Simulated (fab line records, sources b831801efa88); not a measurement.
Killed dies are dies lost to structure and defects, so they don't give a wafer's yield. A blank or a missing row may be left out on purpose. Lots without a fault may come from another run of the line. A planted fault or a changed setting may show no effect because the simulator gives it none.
Chamber matching | flow sky130 | SKY_VIA3_CMP_02 on cmp-01: 4 sister chambers
The step polishes SiO2. 8 wafers are shown with their chamber, then 7 later ones without.

WAFERS WITH THEIR CHAMBER
wafer  | chamber | motor_current_A (A)
L594.4 | 0       | 10.5
L594.5 | 1       | 12.5
L597.3 | 0       | 11.4
L597.6 | 3       | 11.0
L603.3 | 3       | 11.3
L603.6 | 2       | 12.1
L610.1 | 1       | 11.9
L610.2 | 2       | 12.6

WAFERS WITHOUT THEIR CHAMBER
wafer  | motor_current_A (A)
L610.3 | 10.7
L608.1 | 10.3
L608.3 | 11.4
L608.4 | 12.7
L614.2 | 11.4
L614.5 | 11.4
L614.6 | 10.3

WHICH CHAMBER EACH WENT THROUGH
wafer  | from the rows above               | in truth
L610.3 | can't be placed: 0 or 3           | 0
L608.1 | can't be placed: 0 or 3           | 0
L608.3 | can't be placed: 3 or 0 or 1 or 2 | 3
L608.4 | can't be placed: 2 or 1           | 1
L614.2 | can't be placed: 3 or 0 or 1 or 2 | 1
L614.5 | can't be placed: 3 or 0 or 1 or 2 | 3
L614.6 | can't be placed: 0 or 3           | 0
Placed correctly: 0 of 7. Can't be placed from these rows: 7 (the true chamber is among the candidates in 7). Placed wrongly: 0.
How it was worked out, from the rows above alone: a wafer's distance from a chamber is the root of the sum, over the readings, of the square of ((its reading less the chamber's mean) divided by the reading's scatter). The wafer belongs to the nearest chamber; if the next one is less than 2 further off, it can't be placed. A chamber's mean is the mean of its shown wafers. The scatter: the root of (the sum of the squares of (reading less its chamber's mean) over the shown wafers, divided by (wafers less chambers)).
